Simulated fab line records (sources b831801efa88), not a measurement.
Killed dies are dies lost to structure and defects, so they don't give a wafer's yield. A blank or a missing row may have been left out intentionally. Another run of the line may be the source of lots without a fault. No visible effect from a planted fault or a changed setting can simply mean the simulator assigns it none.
fab line records -- flow sky130 -- part 2 of 2: steps 29 to 41 of 41
record lots=5, wafers=15, last_day=49
route steps=708 shown CAP2M@615 METAL4@621 VIA4@639
lots with no fault: from the same line, run without faults
start_h: hours from the record's first day to the start of the lot's first wafer shown -- wait_h: how many hours have passed since the lot's step before this one -- " the same as in the row above -- L1.1+2: several wafers, shown together as one row -- - no value present, or no start provided -- * or withheld: withheld -- < > ~ a bound
route shown NAME@n: NAME is a module with steps in the file, n the number in the route of the first one -- usual: average and standard deviation across the fault-free wafers -- same: alike in all rows -- chamber/n: place in a boat -- sites: the reading at each site -- _std_site: the standard deviation of these -- _edge_site: the outer-site mean with the inner-site mean subtracted -- radius_mm: how far each site lies from the wafer's centre -- mask NAME#n: copy n -- behind: the most recent tool/chamber to have shaped the wafer -- hold: why the lot was held/for how many hours/how that ended -- device: names the non-switching transistor (n, p or np) -- end of line: the same wafers' tests at the end of the route -- a step given without rows: its recipe and nothing more -- killed: at the first sort, the dies lost to defects and structure; wafer yield is something else -- map: a wafer's dies, x killed, . not, _ none there
set.NAME: the run value of the setting; set.NAME@STEP: its run value at that earlier step -- model.NAME: the simulator's own value behind a step, which no gauge read
lots seen at some steps along the route; tables by step, rows by wafer
services: from which hour (start_h, from the record's first day; less than 0 if before it) a tool's chamber was out of use, for how many hours, and why
## steps
# step SKY_VIA4_DEHYDRATE_04
# recipe temp_c=200, time_s=60
lot.wafer,tool,chamber,start_h,wait_h
L080.2+3+4,litho_track-02,0,1041.75,10.2
L083.3+4+5,litho_track-01,0,1060.04,10.0
L086.1+2+5,litho_track-03,0,1091.42,10.1
L091.1+3+4,litho_track-02,0,1108.48,9.7
L092.1+2+6,litho_track-02,0,1110.93,9.3
# step SKY_VIA4_HMDS_05
# recipe prime_time_s=60, prime_temp_c=120
lot.wafer,tool,chamber,start_h,wait_h
L080.2+3+4,litho_track-02,0,1041.90,0.1
L083.3+4+5,litho_track-01,0,1060.19,0.1
L086.1+2+5,litho_track-03,0,1091.57,0.1
L091.1+3+4,litho_track-02,0,1108.63,0.1
L092.1+2+6,litho_track-02,0,1111.08,0.1
# step SKY_VIA4_COAT_06
# recipe resist=NOVOLAK, spin_rpm=3000, resist_thk_nm=1140
lot.wafer,tool,chamber,start_h,wait_h
L080.2+3+4,litho_track-02,0,1042.05,0.1
L083.3+4+5,litho_track-01,0,1060.34,0.1
L086.1+2+5,litho_track-03,0,1091.72,0.1
L091.1+3+4,litho_track-02,0,1108.78,0.1
L092.1+2+6,litho_track-02,0,1111.23,0.1
# step SKY_VIA4_SOFTBAKE_07
# recipe temp_c=90, time_s=60, resist=NOVOLAK
lot.wafer,tool,chamber,start_h,wait_h
L080.2+3+4,litho_track-02,0,1042.20,0.1
L083.3+4+5,litho_track-01,0,1060.49,0.1
L086.1+2+5,litho_track-03,0,1091.87,0.1
L091.1+3+4,litho_track-02,0,1108.93,0.1
L092.1+2+6,litho_track-02,0,1111.38,0.1
# step SKY_VIA4_EXPOSE_08
# recipe mask_id=VIM4, na=0.6, source_shape=conventional, sigma_outer=0.6, polarization=unpolarized, target_cd_nm=800, dose_mj=132
# usual exposure_dose_mJ_cm2=132.01/0.12, reticle_temp_C=22.99/0.1, stage_vel_mm_s=500.00/0.26
lot.wafer,tool,chamber,start_h,wait_h,mask,exposure_dose_mJ_cm2,reticle_temp_C,stage_vel_mm_s
L080.2,iline_stepper-02,0,-,-,VIM4#0,132.04,22.93,499.63
L080.3,iline_stepper-02,0,-,-,VIM4#0,131.99,22.99,499.97
L080.4,iline_stepper-02,0,-,-,VIM4#0,132.01,22.88,500.22
L083.3,iline_stepper-01,0,-,-,VIM4#0,132.12,23.07,500.24
L083.4,iline_stepper-01,0,-,-,VIM4#0,131.85,22.94,500.10
L083.5,iline_stepper-01,0,-,-,VIM4#0,131.94,22.86,499.88
L086.1,iline_stepper-01,0,-,-,VIM4#0,132.13,23.10,499.67
L086.2,iline_stepper-01,0,-,-,VIM4#0,132.11,23.00,499.56
L086.5,iline_stepper-01,0,-,-,VIM4#0,131.92,23.10,499.71
L091.1,iline_stepper-02,0,-,-,VIM4#0,131.97,23.08,500.03
L091.3,iline_stepper-02,0,-,-,VIM4#0,132.00,23.14,500.22
L091.4,iline_stepper-02,0,-,-,VIM4#0,131.91,23.08,499.89
L092.1,iline_stepper-01,0,-,-,VIM4#0,131.92,22.85,499.90
L092.2,iline_stepper-01,0,-,-,VIM4#0,132.10,22.86,499.63
L092.6,iline_stepper-01,0,-,-,VIM4#0,132.06,22.87,500.09
# step SKY_VIA4_PEB_09
# recipe temp_c=withheld, time_s=*, resist=NOVOLAK
lot.wafer,tool,chamber,start_h,wait_h
L080.2+3+4,litho_track-03,0,-,-
L083.3+4+5,litho_track-01,0,-,-
L086.1+2+5,litho_track-02,0,-,-
L091.1+3+4,litho_track-03,0,-,-
L092.1+2+6,litho_track-02,0,-,-
# step SKY_VIA4_DEVELOP_10
# recipe resist=NOVOLAK, developer=TMAH, develop_time_s=60, dev_temp_c=23
lot.wafer,tool,chamber,start_h,wait_h
L080.2+3+4,litho_track-03,0,1053.74,0.1
L083.3+4+5,litho_track-01,0,1070.79,0.1
L086.1+2+5,litho_track-02,0,1102.28,0.1
L091.1+3+4,litho_track-03,0,1118.62,0.1
L092.1+2+6,litho_track-02,0,1121.53,0.1
# step SKY_VIA4_OVL_MEAS_11
# usual VIA4_OVL=0.1/1.6
lot.wafer,tool,chamber,start_h,wait_h,VIA4_OVL[nm]
L080.2,overlay-01,-,1053.87,0.1,-2.1
L080.3,overlay-01,-,1053.87,0.1,-3.2
L080.4,overlay-01,-,1053.87,0.1,-1.3
L083.3,overlay-02,-,1070.91,0.1,1.7
L083.4,overlay-02,-,1070.91,0.1,2.5
L083.5,overlay-02,-,1070.91,0.1,2.9
L086.1,overlay-02,-,1102.43,0.1,-0.1
L086.2,overlay-02,-,1102.43,0.1,-0.6
L086.5,overlay-02,-,1102.43,0.1,1.4
L091.1,overlay-02,-,1118.77,0.1,-0.2
L091.3,overlay-02,-,1118.77,0.1,0.8
L091.4,overlay-02,-,1118.77,0.1,-0.4
L092.1,overlay-02,-,1121.68,0.1,1.6
L092.2,overlay-02,-,1121.68,0.1,1.8
L092.6,overlay-02,-,1121.68,0.1,0.4
# step SKY_VIA4_ETCH_12
# recipe target=SiO2, chemistry=C4F8/O2/Ar, stop_on=TiN, mask_material=NOVOLAK, source_w=1500, bias_w=1168, pressure_mtorr=40, c4f8_flow_sccm=withheld, O2_flow_sccm=6, Ar_flow_sccm=300, time_s=withheld, target_depth_a=5800
# usual oes_product_au=0.925/0.0048
lot.wafer,tool,chamber,start_h,wait_h,oes_product_au
L080.2,rie_diel-02,0,1053.90,0.0,0.923
L080.3,rie_diel-02,1,1053.90,0.0,0.925
L080.4,rie_diel-02,3,1053.90,0.0,0.929
L083.3,rie_diel-01,0,1070.93,0.0,0.928
L083.4,rie_diel-01,3,1070.93,0.0,0.929
L083.5,rie_diel-01,1,1070.93,0.0,0.934
L086.1,rie_diel-03,1,1102.47,0.0,0.924
L086.2,rie_diel-03,0,1102.47,0.0,0.926
L086.5,rie_diel-03,1,1102.47,0.0,0.932
L091.1,rie_diel-03,1,1118.80,0.0,0.927
L091.3,rie_diel-03,2,1118.80,0.0,0.925
L091.4,rie_diel-03,0,1118.80,0.0,0.921
L092.1,rie_diel-03,1,1121.72,0.0,0.913
L092.2,rie_diel-03,0,1121.72,0.0,0.934
L092.6,rie_diel-03,2,1121.72,0.0,0.926
# step SKY_VIA4_STRIP_13
# recipe chemistry=O2/N2, power_w=1400, pressure_mtorr=1500, platen_temp_c=withheld, o2_flow_sccm=3000, n2_flow_sccm=300, overash_fraction=0.5
# usual drypump_motor_current_A=5.8/0.51, o2_flow_sccm=3002/8.4, oes_product_au=0.709/0.0044, strip_time_to_endpoint_s=12.804/0.025
# same overash_fraction=0.5
lot.wafer,tool,chamber,start_h,wait_h,drypump_motor_current_A,o2_flow_sccm,oes_product_au,rf_hours_counter_h,strip_time_to_endpoint_s
L080.2,plasma_asher-03,1,1053.97,-,5.9,3007,0.708,62,12.812
L080.3,plasma_asher-03,1,1053.97,-,5.8,3011,0.713,-,12.830
L080.4,plasma_asher-03,0,1053.97,-,6.7,3011,0.713,-,12.820
L083.3,plasma_asher-02,1,1071.04,-,5.9,3008,0.704,-,12.817
L083.4,plasma_asher-02,0,1071.04,-,5.2,3015,0.707,-,12.777
L083.5,plasma_asher-02,1,1071.04,-,5.9,2996,0.710,-,12.808
L086.1,plasma_asher-02,0,1102.54,-,5.2,3009,0.713,35,12.783
L086.2,plasma_asher-02,1,1102.54,-,5.9,3004,0.711,35,12.772
L086.5,plasma_asher-02,0,1102.54,-,5.2,3011,0.708,-,12.833
L091.1,plasma_asher-02,1,1118.88,-,5.9,2997,0.704,37,12.795
L091.3,plasma_asher-02,1,1118.88,-,5.9,2982,0.713,-,12.807
L091.4,plasma_asher-02,0,1118.88,-,5.2,3013,0.711,-,12.796
L092.1,plasma_asher-04,0,1121.79,-,5.3,3000,0.718,4,12.805
L092.2,plasma_asher-04,1,1121.79,-,5.8,2995,0.719,4,12.840
L092.6,plasma_asher-04,1,1121.79,-,5.9,3017,0.709,-,12.829
# step SKY_VIA4_STRIP_14
# recipe chemistry=post_etch_residue_remover, time_s=1200, temp_c=72.5
lot.wafer,tool,chamber,start_h,wait_h
L080.2+3+4,wet_bench-03,2,1054.07,0.1
L083.3+4+5,wet_bench-04,3,1071.10,0.0
L086.1+2+5,wet_bench-03,3,1102.64,0.1
L091.1+3+4,wet_bench-04,3,1118.98,0.1
L092.1+2+6,wet_bench-02,1,1121.89,0.1
# step SKY_VIA4_CLEAN_15
# recipe chemistry=IPA, time_s=180, temp_c=25
lot.wafer,tool,chamber,start_h,wait_h
L080.2+3+4,wet_bench-03,2,1054.45,0.0
L083.3+4+5,wet_bench-03,2,1071.48,0.0
L086.1+2+5,wet_bench-02,3,1102.98,0.0
L091.1+3+4,wet_bench-03,1,1119.32,0.0
L092.1+2+6,wet_bench-03,3,1122.23,0.0
# step SKY_VIA4_CLEAN_16
# recipe chemistry=O3/DIW, dry=n2_spin
lot.wafer,tool,chamber,start_h,wait_h
L080.2+3+4,wet_bench-04,2,1054.51,0.0
L083.3+4+5,wet_bench-02,3,1071.53,0.0
L086.1+2+5,wet_bench-04,2,1103.04,0.0
L091.1+3+4,wet_bench-03,1,1119.38,0.0
L092.1+2+6,wet_bench-02,1,1122.29,0.0
## services
tool,chamber,start_h,hours,kind
plasma_asher-01,-,987.59,0.6,repair
rie_metal-01,0,994.28,6.7,repair
krf_scanner-02,-,994.39,0.8,pm
iline_stepper-01,-,996.57,1.7,pm
cmp-01,-,997.22,1.6,repair
rie_diel-03,3,998.53,2.7,repair
hdpcvd-01,2,998.83,22.4,repair
cmp-02,-,998.89,6.8,pm
hdpcvd-02,1,999.05,2.0,repair
krf_scanner-02,-,1001.22,4.4,pm
krf_scanner-01,-,1005.60,1.0,pm
cmp-01,-,1013.63,4.2,pm
cmp-01,-,1020.90,1.5,repair
krf_scanner-01,-,1024.69,4.4,pm
rie_diel-03,1,1029.39,3.1,repair
plasma_asher-02,-,1034.80,1.3,repair
wet_bench-02,-,1049.31,1.9,pm
iline_stepper-01,-,1053.01,3.4,repair
rie_diel-03,1,1062.15,3.6,repair
hdpcvd-02,2,1064.70,9.6,repair
krf_scanner-01,-,1076.24,1.3,pm
cmp-02,-,1084.00,4.0,pm
rie_diel-03,1,1084.19,9.9,repair
cmp-02,-,1085.06,1.2,repair
